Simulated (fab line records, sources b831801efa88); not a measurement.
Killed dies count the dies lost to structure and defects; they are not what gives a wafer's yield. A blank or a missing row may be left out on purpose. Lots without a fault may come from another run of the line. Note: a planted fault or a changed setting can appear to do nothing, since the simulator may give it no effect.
Struck lot and sound lot, side by side || flow sky130 || 43 out of 708 route steps
Sound: wafers L531.1, L531.3, L531.4. Struck: wafer L538.3 (left out: L538.1, L538.5 of the same lot, which were not struck); the cause appears at the end.
For every step that has rows: the tool of each side, followed by ch and its chambers, followed by its first start. Under that, the readings that differ: sound wafers || struck wafers || difference of the means || sigmas: that difference in standard deviations of wafers without a fault.
alike: readings whose means differ by less than 2 such deviations, and words and numbers that are the same on both sides. not compared: withheld readings, readings that some wafer has no value for, bounds like >300 that may hide the same value, and numbers for which the record gives no deviation and whose values overlap.
The two part at a step that has a row with sigmas, a row that says differs or no value, or rows on one side only. Non-overlapping numbers with no deviation appear without sigmas and do not part them. Lack of a reading on every wafer of one side parts them only where that side has two or more wafers.

first, 8 steps without rows for these wafers: SKY_POLY_GATE_DEHYDRATE_05 (time 60 s); SKY_POLY_GATE_HMDS_06 (prime time 60 s); SKY_POLY_GATE_COAT_07 (resist thk 110 nm); SKY_POLY_GATE_COAT_08 (resist thk 450 nm); SKY_POLY_GATE_SOFTBAKE_09 (time 90 s); SKY_POLY_GATE_EXPOSE_10 (exposes mask P1M, target cd 150 nm); SKY_POLY_GATE_PEB_11; SKY_POLY_GATE_DEVELOP_12 (develop time 60 s).
SKY_POLY_GATE_CD_MEAS_13: the cd target is 150 nm.
  sound on cd-sem-02 at day 18 01:48; struck on cd-sem-02 at day 20 03:21
  alike: cd-nm
SKY_POLY_GATE_OVL_MEAS_14:
  sound on overlay-01 at day 18 01:55; struck on overlay-01 at day 20 03:28
  alike: POLY_GATE_OVL
SKY_POLY_GATE_ETCH_15: etches BARC in N2/H2, stops on SiO2, time 118.5 s, target depth 110 nm.
  sound on rie-diel-01 ch 1,2,3, day 18 01:57; struck on rie-diel-01 ch 2, day 20 03:30
{"reading": "rf-hours-counter-h (h)", "sound": "13 1 30", "struck": 32, "difference": "+17", "sigmas": ""}
{"reading": "throttle-valve-pct (%)", "sound": "13.220 13.227 13.208", "struck": 13.197, "difference": -0.021, "sigmas": -2}
  alike: drypump-motor-current-A, oes-product-au
SKY_POLY_GATE_ETCH_16: etches Si3N4 in CH3F/O2, stops on poly-Si, time 147.5 s, target depth 75 nm.
  sound on rie-diel-01 ch 1,2,3, day 18 02:02; struck on rie-diel-01 ch 2, day 20 03:35
{"reading": "rf-hours-counter-h (h)", "sound": "13 1 30", "struck": 32, "difference": "+17", "sigmas": ""}
  alike: O2_flow_sccm, drypump-motor-current-A, oes-product-au, throttle-valve-pct
SKY_POLY_GATE_ETCH_17: etches poly-Si in HBr/Cl2, stops on SiO2, target depth 180 nm, time 70.5 s.
  sound on rie-si-01 ch 0,1,2, day 18 02:08; struck on rie-si-01 ch 2, day 20 03:41
  alike: drypump-motor-current-A, oes-product-au, throttle-valve-pct
  not compared: rf-hours-counter-h
SKY_POLY_GATE_STRIP_18: strips in O2/N2.
  sound on plasma-asher-04 ch 0,1, day 18 02:11; struck on plasma-asher-01 ch 1, day 20 03:44
  alike: drypump-motor-current-A, oes-product-au, strip-time-to-endpoint-s
  not compared: rf-hours-counter-h
then, 2 steps without rows for these wafers: SKY_POLY_GATE_CLEAN_19 (cleans in SC1/SC2, time 150 s); SKY_POLY_GATE_OXIDATION_20 (stabilise 600 s, purge 300 s, target thk 4 nm).
SKY_POLY_GATE_THK_MEAS_21:
  sound on film-metro-03 at day 18 05:07; struck on film-metro-03 at day 20 05:08
  alike: POLY_GATE_OXIDATION_THK
SKY_POLY_GATE_CD_MEAS_22:
  sound on cd-sem-01 at day 18 05:10; struck on cd-sem-02 at day 20 05:12
  alike: cd-nm
then, 7 steps without rows for these wafers: SKY_LDD_N_DEHYDRATE_00 (time 60 s); SKY_LDD_N_HMDS_01 (prime time 60 s); SKY_LDD_N_COAT_02 (resist thk 300 nm); SKY_LDD_N_SOFTBAKE_03 (time 60 s); SKY_LDD_N_EXPOSE_04 (exposes mask NTM, target cd 840 nm); SKY_LDD_N_PEB_05; SKY_LDD_N_DEVELOP_06 (develop time 60 s).
SKY_LDD_N_OVL_MEAS_07:
  sound on overlay-02 at day 19 12:24; struck on overlay-01 at day 21 12:12
  alike: LDD_N_OVL
then, 8 steps without rows for these wafers: SKY_LDD_N_IMPLANT_08; SKY_LDD_N_IMPLANT_09; SKY_LDD_N_IMPLANT_10; SKY_LDD_N_IMPLANT_11; SKY_LDD_N_IMPLANT_12; SKY_LDD_N_IMPLANT_13; SKY_LDD_N_IMPLANT_14; SKY_LDD_N_IMPLANT_15.
SKY_LDD_N_STRIP_16: strips in O2/N2.
  sound on plasma-asher-04 ch 0,1, day 19 13:38; struck on plasma-asher-02 ch 0, day 21 13:26
{"reading": "oes-product-au (a.u.)", "sound": "0.411 0.408 0.400", "struck": 0.417, "difference": "+0.011", "sigmas": "+2"}
  alike: drypump-motor-current-A, strip-time-to-endpoint-s
  not compared: rf-hours-counter-h
SKY_LDD_N_TW_MEAS_17:
  sound on film-metro-02 at day 19 13:44; struck on film-metro-02 at day 21 13:32
  alike: LDD_N_TW
then, 6 steps without rows for these wafers: SKY_LDD_P_DEHYDRATE_00 (time 60 s); SKY_LDD_P_HMDS_01 (prime time 60 s); SKY_LDD_P_COAT_02 (resist thk 1140 nm); SKY_LDD_P_SOFTBAKE_03 (time 60 s); SKY_LDD_P_EXPOSE_04 (exposes mask PSDM, target cd 380 nm); SKY_LDD_P_PEB_05.
-- here the record skips 27 days between the struck wafers' starts before and after, leaving off in module LDD_P and picking up in module PAD_OPEN (first step shown: number 708 of the route) --
SKY_PAD_OPEN_PROBE_99:
  sound on prober-01 at day 47 14:39; struck on prober-01 at day 48 22:45
{"reading": "killed_at_M4_up", "sound": "0 2 4", "struck": 7, "difference": "+5", "sigmas": "+3"}
{"reading": "killed-at-front-end", "sound": "15 14 13", "struck": 50, "difference": "+36", "sigmas": "+8"}
{"reading": "killed-dies", "sound": "75 60 83", "struck": 134, "difference": "+61", "sigmas": "+6"}
{"reading": "killed-open", "sound": "40 30 45", "struck": 54, "difference": "+16", "sigmas": "+2"}
  alike: killed_at_M0_to_M3, killed-at-contacts, killed-at-other, killed-short

## WHERE THEY PART
Earliest at SKY_POLY_GATE_ETCH_15; latest, in this record, at SKY_PAD_OPEN_PROBE_99.

WHY: what had been put in by the simulator
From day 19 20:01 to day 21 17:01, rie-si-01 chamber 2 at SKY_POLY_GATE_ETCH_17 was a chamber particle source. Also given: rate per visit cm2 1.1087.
